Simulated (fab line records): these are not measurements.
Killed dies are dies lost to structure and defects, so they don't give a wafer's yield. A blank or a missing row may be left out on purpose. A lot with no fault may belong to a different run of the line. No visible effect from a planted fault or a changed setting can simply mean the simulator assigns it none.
Code-filled problem report in 8D (eight disciplines) form ; flow sky130 ; the parts of the form that need people (team, actions taken, sign-off) are left out

== 1. THE ISSUE ==
At SKY_PAD_OPEN_PROBE_99, killed_at_M4_up averages 60.6 over 9 wafers from 3 lots, while fault-free wafers read 3.2, standard deviation 1.7. Relative to the usual mean, that is a shift of +34 standard deviations.
Seen first at day 47 19:12 on prober-02, wafer L375.1. Wafers with a number at this step in the record: 18, from 6 lots. Rule for "out" (also "out of limits"): further than 4 standard deviations from the usual mean. Any other wafer with a number is counted as sound.

== 2. WHAT IT IS, WHAT IT ISN'T ==
question;is;is not
which readings at this step;killed_at_M4_up, sort_bin_3_pad_short;killed_at_M0_to_M3, killed at contacts, killed at front end, killed at other, killed open, sort_bin_6_memory
which lots;L375, L376, L378;L383, L388, L390
which wafers of those lots;all that have a number;-
read on which tools;prober-01, prober-02;-
when;from day 47 19:12;"up to then (0 sound wafers); but 9 sound wafers of L383, L388, L390 came after"

== 3. WHAT RULES OUT EACH SUSPECT ==
Counting: a tool stays on the suspect list if, at a process step up to the reading, it processed all lots that are out and no sound lot following the first of them.
- cmp-01 at SKY_VIA4_CMP_21 (polishes, stops on SiO2, t overpolish 25 s, target thk 0 nm): ruled out as a lasting fault. Following L375 (day 45 03:55), the first lot on it that is out, the sound lots L383, L388, L390 were run on it.
- wet bench-03 at SKY_METAL5_CLEAN_18 (cleans in IPA, time 180 s): ruled out as a lasting fault. Following L375 (day 46 01:35), the first lot on it that is out, the sound lots L390 were run on it.
Left after counting: nothing in the record.

== 4. THE CAUSE (what the simulator had put in) ==
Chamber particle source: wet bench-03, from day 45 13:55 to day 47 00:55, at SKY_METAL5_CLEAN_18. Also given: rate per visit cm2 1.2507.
The count ruled it out by mistake, since the rule takes a fault to strike every lot its tool runs from the start of the fault on, and this one did not do so.

== 5. SEQUENCE OF EFFECTS, ordered by route ==
Rows list readings where the struck wafers' mean (over those with a number) sits beyond 3 standard deviations from the usual. Scope: only readings with a usual standard deviation given in the record; hours: median across lots of the time from each lot's start at the first step in this table that gives one to its start at this step; sigmas: change in usual standard deviations.
hours;step;reading;usual;on struck wafers;change;sigmas
0;SKY_PAD_OPEN_PROBE_99;defect limited yield;82.4 %;73.2;-9.2;-4.2
0;SKY_PAD_OPEN_PROBE_99;killed_at_M4_up;3.2;60.6;+57.4;+34
0;SKY_PAD_OPEN_PROBE_99;killed dies;87;132;+45;+4.1
0;SKY_PAD_OPEN_PROBE_99;sort_bin_3_pad_short;0.8 %;3.7;+2.9;+7.1
0;SKY_PAD_OPEN_PROBE_99;sort_bin_5_function;10.5 %;16.7;+6.2;+3.9
0;SKY_PAD_OPEN_PROBE_99;sort n pass;405;360;-45;-4.1
0;SKY_PAD_OPEN_PROBE_99;sort yield pct;82.4 %;73.2;-9.2;-4.2
It contains these process steps:
- SKY_PAD_OPEN_PROBE_99

== 6. HOW IT WOULD HAVE BEEN CAUGHT EARLIER ==
In this record no reading fell out of limits until day 47 19:12, 53 hours after the fault had begun at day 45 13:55.
